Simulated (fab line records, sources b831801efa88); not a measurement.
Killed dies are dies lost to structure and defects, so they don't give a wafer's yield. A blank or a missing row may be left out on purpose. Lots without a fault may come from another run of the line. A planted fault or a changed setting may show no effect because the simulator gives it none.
Which tool did it? | flow sky130 | 24 lots, 72 wafers sampled, at 6 steps of a route of 708

WHAT THE GAUGES READ, wafer by wafer
SKY_PAD_OPEN_BOW_MEAS_13. Usual: PAD_OPEN_BOW 49 um, standard deviation 8.7.
lot  | measured     | on            | PAD_OPEN_BOW (um) | flag
L074 | day 45 15:30 | film_metro-01 | 63 65 59          |
L075 | day 46 02:25 | film_metro-01 | 44 50 47          |
L076 | day 46 04:40 | film_metro-04 | 45 43 33          |
L077 | day 46 18:46 | film_metro-02 | 51 61 61          |
L078 | day 46 19:28 | film_metro-01 | 45 40 51          |
L079 | day 47 06:19 | film_metro-02 | 50 59 68          |
L080 | day 47 07:19 | film_metro-01 | 44 56 44          |
L081 | day 47 13:09 | film_metro-01 | 32 46 52          |
L083 | day 48 05:43 | film_metro-04 | 58 62 67          |
L082 | day 48 06:53 | film_metro-01 | 47 52 63          |
L084 | day 48 14:29 | film_metro-04 | 53 45 53          |
L085 | day 48 14:42 | film_metro-04 | 40 58 46          |
L086 | day 48 16:46 | film_metro-02 | 60 50 48          |
L087 | day 48 21:43 | film_metro-04 | 52 56 48          |
L088 | day 49 05:46 | film_metro-01 | 55 46 53          |
L089 | day 49 11:09 | film_metro-04 | 43 52 47          |
L090 | day 49 16:24 | film_metro-02 | 62 53 49          |
L092 | day 49 18:33 | film_metro-02 | 48 51 58          |
L091 | day 49 21:43 | film_metro-01 | 57 40 39          |
L093 | day 50 04:04 | film_metro-01 | 36 37 39          |
L094 | day 50 08:10 | film_metro-02 | 64 60 47          |
L095 | day 50 10:13 | film_metro-02 | 52 51 53          |
L096 | day 50 19:27 | film_metro-01 | 63 57 52          |
L097 | day 50 23:24 | film_metro-04 | 39 50 36          |

WHICH TOOL RAN EACH LOT (tool, then ch and the chambers of the sampled wafers, then the start)
lot  | SKY_METAL3_DESCUM_15              | SKY_METAL4_SPUTTER_00        | SKY_METAL4_SPUTTER_03        | SKY_PASSIVATION_ETCH_11            | SKY_PASSIVATION_STRIP_12
L074 | rie_metal-01 ch 0,1, day 38 07:32 | pvd_sputter-04, day 39 11:52 | pvd_sputter-04, day 39 11:57 | rie_diel-04 ch 1,2,3, day 44 15:44 | plasma_asher-02 ch 0,1, day 44 15:52
L075 | rie_metal-01 ch 0,1, day 39 00:44 | pvd_sputter-01, day 40 04:31 | pvd_sputter-01, day 40 04:36 | rie_diel-04 ch 1,2, day 45 03:37   | plasma_asher-04 ch 0,1, day 45 03:46
L076 | rie_metal-01 ch 0,1, day 39 01:35 | pvd_sputter-04, day 40 05:56 | pvd_sputter-04, day 40 06:01 | rie_diel-03 ch 0,1, day 45 05:17   | plasma_asher-04 ch 0,1, day 45 05:23
L077 | rie_metal-01 ch 0, day 39 16:42   | pvd_sputter-01, day 40 20:52 | pvd_sputter-01, day 40 20:57 | rie_diel-03 ch 0,3, day 45 19:40   | plasma_asher-04 ch 0,1, day 45 19:49
L078 | rie_metal-01 ch 0, day 39 17:25   | pvd_sputter-04, day 40 21:43 | pvd_sputter-04, day 40 21:49 | rie_diel-01 ch 1,2,3, day 45 20:02 | plasma_asher-01 ch 1, day 45 20:08
L079 | rie_metal-01 ch 0, day 40 08:40   | pvd_sputter-01, day 41 11:54 | pvd_sputter-01, day 41 11:59 | rie_diel-01 ch 1,3, day 46 08:10   | plasma_asher-02 ch 0, day 46 08:16
L080 | rie_metal-04 ch 1, day 40 10:49   | pvd_sputter-03, day 41 13:32 | pvd_sputter-03, day 41 13:37 | rie_diel-03 ch 0,2, day 46 08:59   | plasma_asher-04 ch 0, day 46 09:05
L081 | rie_metal-01 ch 0,1, day 40 16:55 | pvd_sputter-04, day 41 19:49 | pvd_sputter-04, day 41 19:54 | rie_diel-01 ch 0,1,3, day 46 14:44 | plasma_asher-02 ch 0,1, day 46 14:50
L083 | rie_metal-04 ch 0, day 41 11:34   | pvd_sputter-03, day 42 14:52 | pvd_sputter-03, day 42 14:58 | rie_diel-03 ch 1,3, day 47 07:43   | plasma_asher-02 ch 0,1, day 47 07:49
L082 | rie_metal-02 ch 0,1, day 41 13:44 | pvd_sputter-01, day 42 16:23 | pvd_sputter-01, day 42 16:28 | rie_diel-04 ch 0,1,3, day 47 08:40 | plasma_asher-04 ch 0,1, day 47 08:46
L084 | rie_metal-04 ch 0,1, day 41 22:25 | pvd_sputter-03, day 43 01:14 | pvd_sputter-03, day 43 01:19 | rie_diel-01 ch 0,1, day 47 16:22   | plasma_asher-01 ch 0,1, day 47 16:28
L085 | rie_metal-01 ch 0,1, day 41 23:04 | pvd_sputter-04, day 43 01:53 | pvd_sputter-04, day 43 01:58 | rie_diel-04 ch 0,1,3, day 47 16:43 | plasma_asher-04 ch 0,1, day 47 16:49
L086 | rie_metal-04 ch 0,1, day 42 05:05 | pvd_sputter-04, day 43 07:05 | pvd_sputter-04, day 43 07:10 | rie_diel-01 ch 1,2, day 47 19:40   | plasma_asher-04 ch 0,1, day 47 19:46
L087 | rie_metal-02 ch 1, day 42 10:10   | pvd_sputter-03, day 43 12:21 | pvd_sputter-03, day 43 12:26 | rie_diel-04 ch 1,3, day 48 00:58   | plasma_asher-04 ch 0,1, day 48 01:04
L088 | rie_metal-01 ch 0,1, day 42 17:46 | pvd_sputter-01, day 43 19:43 | pvd_sputter-01, day 43 19:49 | rie_diel-03 ch 0,1,3, day 48 08:55 | plasma_asher-01 ch 0,1, day 48 09:01
L089 | rie_metal-01 ch 0,1, day 43 02:40 | pvd_sputter-03, day 44 04:10 | pvd_sputter-03, day 44 04:16 | rie_diel-03 ch 0,1, day 48 14:55   | plasma_asher-02 ch 0,1, day 48 15:01
L090 | rie_metal-01 ch 0, day 43 09:11   | pvd_sputter-04, day 44 10:43 | pvd_sputter-04, day 44 10:47 | rie_diel-01 ch 0,3, day 48 20:23   | plasma_asher-02 ch 0,1, day 48 20:29
L092 | rie_metal-01 ch 0,1, day 43 13:07 | pvd_sputter-01, day 44 14:22 | pvd_sputter-01, day 44 14:26 | rie_diel-01 ch 1,2, day 48 23:13   | plasma_asher-02 ch 0,1, day 48 23:19
L091 | rie_metal-02 ch 0,1, day 43 16:04 | pvd_sputter-03, day 44 17:41 | pvd_sputter-03, day 44 17:46 | rie_diel-01 ch 0,2,3, day 49 03:13 | plasma_asher-02 ch 0,1, day 49 03:19
L093 | rie_metal-04 ch 0,1, day 44 01:10 | pvd_sputter-03, day 45 01:51 | pvd_sputter-03, day 45 01:56 | rie_diel-04 ch 0,1,3, day 49 09:28 | plasma_asher-02 ch 0,1, day 49 09:34
L094 | rie_metal-04 ch 0,1, day 44 05:40 | pvd_sputter-04, day 45 06:29 | pvd_sputter-04, day 45 06:34 | rie_diel-01 ch 1,2,3, day 49 13:50 | plasma_asher-02 ch 0,1, day 49 13:56
L095 | rie_metal-02 ch 0,1, day 44 11:01 | pvd_sputter-03, day 45 10:41 | pvd_sputter-03, day 45 10:46 | rie_diel-04 ch 0,1, day 49 15:53   | plasma_asher-04 ch 0,1, day 49 15:59
L096 | rie_metal-01 ch 0,1, day 44 20:34 | pvd_sputter-03, day 45 20:53 | pvd_sputter-03, day 45 20:59 | rie_diel-04 ch 0,1, day 50 01:46   | plasma_asher-02 ch 0,1, day 50 01:52
L097 | rie_metal-01 ch 0,1, day 45 03:29 | pvd_sputter-03, day 46 03:25 | pvd_sputter-03, day 46 03:31 | rie_diel-01 ch 2,3, day 50 05:37   | plasma_asher-04 ch 0,1, day 50 05:43
- SKY_METAL3_DESCUM_15: chemistry O2, time 8 s.
- SKY_METAL4_SPUTTER_00: material Ti, target thk 15 nm, time 10 s.
- SKY_METAL4_SPUTTER_03: material Ti, target thk 5 nm, time 3.3 s.
- SKY_PASSIVATION_ETCH_11: etches the open film in CF4/O2, stops on AlCu, target depth 725 nm, time 161.1 s.
- SKY_PASSIVATION_STRIP_12: strips in O2/N2.

WHAT THE TOOLS THEMSELVES READ (means of the sampled wafers that have a number; where no wafer has one, the mark that the record gives instead)
SKY_METAL3_DESCUM_15. Usual: chamber_pressure_mTorr 9.999 mTorr, standard deviation 0.0089; drypump_motor_current_A 5.4 A, standard deviation 0.34; oes_product_au 0.996 a.u., standard deviation 0.014.
lot  | tool         | chamber_pressure_mTorr (mTorr) | drypump_motor_current_A (A) | oes_product_au (a.u.) | flag
L074 | rie_metal-01 | 9.996                          | 5.3                         | 0.998                 |
L075 | rie_metal-01 | 10.005                         | 5.5                         | 1.000                 |
L076 | rie_metal-01 | 10.000                         | 5.5                         | 0.998                 |
L077 | rie_metal-01 | 9.998                          | 5.6                         | 0.995                 |
L078 | rie_metal-01 | 10.005                         | 5.6                         | 0.984                 |
L079 | rie_metal-01 | 9.997                          | 5.5                         | 0.995                 |
L080 | rie_metal-04 | 10.002                         | 5.2                         | 0.993                 |
L081 | rie_metal-01 | 9.998                          | 5.3                         | 0.995                 |
L083 | rie_metal-04 | 9.994                          | 5.6                         | 0.999                 |
L082 | rie_metal-02 | 9.992                          | 5.9                         | 0.987                 |
L084 | rie_metal-04 | 9.992                          | 5.5                         | 1.001                 |
L085 | rie_metal-01 | 9.999                          | 5.2                         | 1.003                 |
L086 | rie_metal-04 | 9.993                          | 5.3                         | 1.006                 |
L087 | rie_metal-02 | 10.001                         | 5.0                         | 0.981                 |
L088 | rie_metal-01 | 9.999                          | 5.4                         | 1.004                 |
L089 | rie_metal-01 | 9.997                          | 5.4                         | 1.005                 |
L090 | rie_metal-01 | 10.010                         | 5.5                         | 0.982                 |
L092 | rie_metal-01 | 9.996                          | 5.5                         | 0.995                 |
L091 | rie_metal-02 | 10.001                         | 5.9                         | 0.985                 |
L093 | rie_metal-04 | 9.994                          | 5.3                         | 0.994                 |
L094 | rie_metal-04 | 9.990                          | 5.5                         | 0.991                 |
L095 | rie_metal-02 | 10.006                         | 5.9                         | 0.982                 |
L096 | rie_metal-01 | 10.002                         | 5.3                         | 1.005                 |
L097 | rie_metal-01 | 9.997                          | 5.4                         | 1.002                 |

SKY_METAL4_SPUTTER_00. Usual: throttle_valve_pct 30.0 %, standard deviation 0.99.
lot  | tool           | throttle_valve_pct (%) | flag
L074 | pvd_sputter-04 | 30.2                   |
L075 | pvd_sputter-01 | 30.7                   |
L076 | pvd_sputter-04 | 29.5                   |
L077 | pvd_sputter-01 | 30.3                   |
L078 | pvd_sputter-04 | 29.9                   |
L079 | pvd_sputter-01 | 29.8                   |
L080 | pvd_sputter-03 | 29.9                   |
L081 | pvd_sputter-04 | 29.1                   |
L083 | pvd_sputter-03 | 30.5                   |
L082 | pvd_sputter-01 | 29.4                   |
L084 | pvd_sputter-03 | 30.0                   |
L085 | pvd_sputter-04 | 29.8                   |
L086 | pvd_sputter-04 | 29.2                   |
L087 | pvd_sputter-03 | 30.0                   |
L088 | pvd_sputter-01 | 30.5                   |
L089 | pvd_sputter-03 | 30.5                   |
L090 | pvd_sputter-04 | 30.9                   |
L092 | pvd_sputter-01 | 30.3                   |
L091 | pvd_sputter-03 | 30.3                   |
L093 | pvd_sputter-03 | 29.7                   |
L094 | pvd_sputter-04 | 29.3                   |
L095 | pvd_sputter-03 | 30.2                   |
L096 | pvd_sputter-03 | 30.4                   |
L097 | pvd_sputter-03 | 30.8                   |

SKY_METAL4_SPUTTER_03. Usual: throttle_valve_pct 30.0 %, standard deviation 0.94.
lot  | tool           | throttle_valve_pct (%) | flag
L074 | pvd_sputter-04 | 30.3                   |
L075 | pvd_sputter-01 | 30.8                   |
L076 | pvd_sputter-04 | 29.6                   |
L077 | pvd_sputter-01 | 30.2                   |
L078 | pvd_sputter-04 | 29.9                   |
L079 | pvd_sputter-01 | 29.9                   |
L080 | pvd_sputter-03 | 30.0                   |
L081 | pvd_sputter-04 | 29.4                   |
L083 | pvd_sputter-03 | 30.4                   |
L082 | pvd_sputter-01 | 29.5                   |
L084 | pvd_sputter-03 | 29.8                   |
L085 | pvd_sputter-04 | 29.9                   |
L086 | pvd_sputter-04 | 29.6                   |
L087 | pvd_sputter-03 | 30.2                   |
L088 | pvd_sputter-01 | 30.4                   |
L089 | pvd_sputter-03 | 30.4                   |
L090 | pvd_sputter-04 | 30.8                   |
L092 | pvd_sputter-01 | 30.3                   |
L091 | pvd_sputter-03 | 30.4                   |
L093 | pvd_sputter-03 | 29.7                   |
L094 | pvd_sputter-04 | 29.4                   |
L095 | pvd_sputter-03 | 30.3                   |
L096 | pvd_sputter-03 | 30.3                   |
L097 | pvd_sputter-03 | 30.8                   |

SKY_PASSIVATION_ETCH_11. Usual: chamber_pressure_mTorr 149.99 mTorr, standard deviation 0.13; drypump_motor_current_A 5.6 A, standard deviation 0.33; oes_product_au 0.977 a.u., standard deviation 0.0079; throttle_valve_pct 5.964 %, standard deviation 0.0092.
lot  | tool        | chamber_pressure_mTorr (mTorr) | drypump_motor_current_A (A) | oes_product_au (a.u.) | throttle_valve_pct (%) | flag
L074 | rie_diel-04 | 149.92                         | 5.8                         | 0.980                 | 5.962                  |
L075 | rie_diel-04 | 149.92                         | 5.6                         | 0.976                 | 5.970                  |
L076 | rie_diel-03 | 149.97                         | 5.3                         | 0.970                 | 5.962                  |
L077 | rie_diel-03 | 150.05                         | 5.8                         | 0.976                 | 5.956                  |
L078 | rie_diel-01 | 150.07                         | 5.5                         | 0.983                 | 5.967                  |
L079 | rie_diel-01 | 150.14                         | 5.7                         | 0.976                 | 5.973                  |
L080 | rie_diel-03 | 149.98                         | 5.6                         | 0.974                 | 5.963                  |
L081 | rie_diel-01 | 149.94                         | 5.6                         | 0.972                 | 5.964                  |
L083 | rie_diel-03 | 149.97                         | 5.2                         | 0.977                 | 5.967                  |
L082 | rie_diel-04 | 149.95                         | 6.1                         | 0.983                 | 5.966                  |
L084 | rie_diel-01 | 149.91                         | 5.6                         | 0.981                 | 5.961                  |
L085 | rie_diel-04 | 149.95                         | 6.1                         | 0.985                 | 5.962                  |
L086 | rie_diel-01 | 149.95                         | 5.5                         | 0.987                 | 5.975                  |
L087 | rie_diel-04 | 149.95                         | 5.8                         | 0.970                 | 5.963                  |
L088 | rie_diel-03 | 150.11                         | 5.5                         | 0.980                 | 5.967                  |
L089 | rie_diel-03 | 149.97                         | 5.7                         | 0.980                 | 5.965                  |
L090 | rie_diel-01 | 150.08                         | 5.6                         | 0.980                 | 5.958                  |
L092 | rie_diel-01 | 149.97                         | 5.5                         | 0.983                 | 5.976                  |
L091 | rie_diel-01 | 149.96                         | 5.5                         | 0.977                 | 5.965                  |
L093 | rie_diel-04 | 150.01                         | 6.1                         | 0.972                 | 5.966                  |
L094 | rie_diel-01 | 149.94                         | 5.5                         | 0.980                 | 5.958                  |
L095 | rie_diel-04 | 150.00                         | 6.1                         | 0.970                 | 5.957                  |
L096 | rie_diel-04 | 149.92                         | 5.9                         | 0.972                 | 5.960                  |
L097 | rie_diel-01 | 149.90                         | 5.5                         | 0.980                 | 5.976                  |

SKY_PASSIVATION_STRIP_12. Usual: chamber_pressure_mTorr 1499.9 mTorr, standard deviation 1.3; drypump_motor_current_A 6.1 A, standard deviation 0.59; n2_flow_sccm 300.1 sccm, standard deviation 0.86; oes_product_au 0.661 a.u., standard deviation 0.0045; strip_time_to_endpoint_s 31.52 s, standard deviation 0.17.
lot  | tool            | chamber_pressure_mTorr (mTorr) | drypump_motor_current_A (A) | n2_flow_sccm (sccm) | oes_product_au (a.u.) | strip_time_to_endpoint_s (s) | flag
L074 | plasma_asher-02 | 1498.8                         | 6.3                         | 298.8               | 0.655                 | 31.74                        |
L075 | plasma_asher-04 | 1498.9                         | 6.3                         | 300.5               | 0.665                 | 31.78                        |
L076 | plasma_asher-04 | 1500.8                         | 6.5                         | 300.0               | 0.659                 | 31.51                        |
L077 | plasma_asher-04 | 1501.0                         | 6.3                         | 299.5               | 0.659                 | 31.61                        |
L078 | plasma_asher-01 | 1500.0                         | 5.0                         | 299.5               | 0.661                 | 31.25                        |
L079 | plasma_asher-02 | 1500.8                         | 5.5                         | 301.0               | 0.658                 | 31.34                        |
L080 | plasma_asher-04 | 1498.9                         | 6.7                         | 299.8               | 0.663                 | 31.73                        |
L081 | plasma_asher-02 | 1501.2                         | 5.9                         | 300.1               | 0.656                 | 31.61                        |
L083 | plasma_asher-02 | 1502.1                         | 5.9                         | 300.2               | 0.664                 | 31.36                        |
L082 | plasma_asher-04 | 1499.0                         | 6.5                         | 300.2               | 0.668                 | 31.31                        |
L084 | plasma_asher-01 | 1500.9                         | 5.1                         | 300.5               | 0.656                 | 31.57                        |
L085 | plasma_asher-04 | 1499.4                         | 6.5                         | 299.7               | 0.658                 | 31.48                        |
L086 | plasma_asher-04 | 1500.6                         | 6.5                         | 300.6               | 0.663                 | 31.38                        |
L087 | plasma_asher-04 | 1500.4                         | 6.3                         | 300.2               | 0.660                 | 31.45                        |
L088 | plasma_asher-01 | 1499.8                         | 5.1                         | 300.5               | 0.663                 | 31.25                        |
L089 | plasma_asher-02 | 1499.8                         | 6.3                         | 299.8               | 0.658                 | 31.62                        |
L090 | plasma_asher-02 | 1500.6                         | 5.9                         | 299.1               | 0.663                 | 31.46                        |
L092 | plasma_asher-02 | 1500.4                         | 5.9                         | 299.9               | 0.659                 | 31.25                        |
L091 | plasma_asher-02 | 1498.9                         | 6.3                         | 300.3               | 0.667                 | 31.48                        |
L093 | plasma_asher-02 | 1499.4                         | 6.3                         | 300.7               | 0.663                 | 31.55                        |
L094 | plasma_asher-02 | 1499.4                         | 6.2                         | 300.0               | 0.661                 | 31.45                        |
L095 | plasma_asher-04 | 1499.5                         | 6.3                         | 300.1               | 0.661                 | 31.61                        |
L096 | plasma_asher-02 | 1500.2                         | 5.9                         | 301.4               | 0.660                 | 31.77                        |
L097 | plasma_asher-04 | 1499.8                         | 6.3                         | 299.6               | 0.661                 | 31.45                        |

THE ANSWER, worked out from the rows above alone
Rule: a lot is off if the mean of its wafers that have a number lies more than 3 standard deviations from the usual mean. A lot without any number at a reading at which 4 lots or more have one is off too. The other lots that the step has rows for count as sound. The gauges are gone through in route order, then the tools' own readings, and for those a lot's mean is taken as printed above. The first step at which some lot is off is used, and at that step the reading that is off furthest; a lot without a number counts as furthest.
No lot is off at any reading shown: from this, nothing can be told.

WHAT THE SIMULATOR HAD PUT IN
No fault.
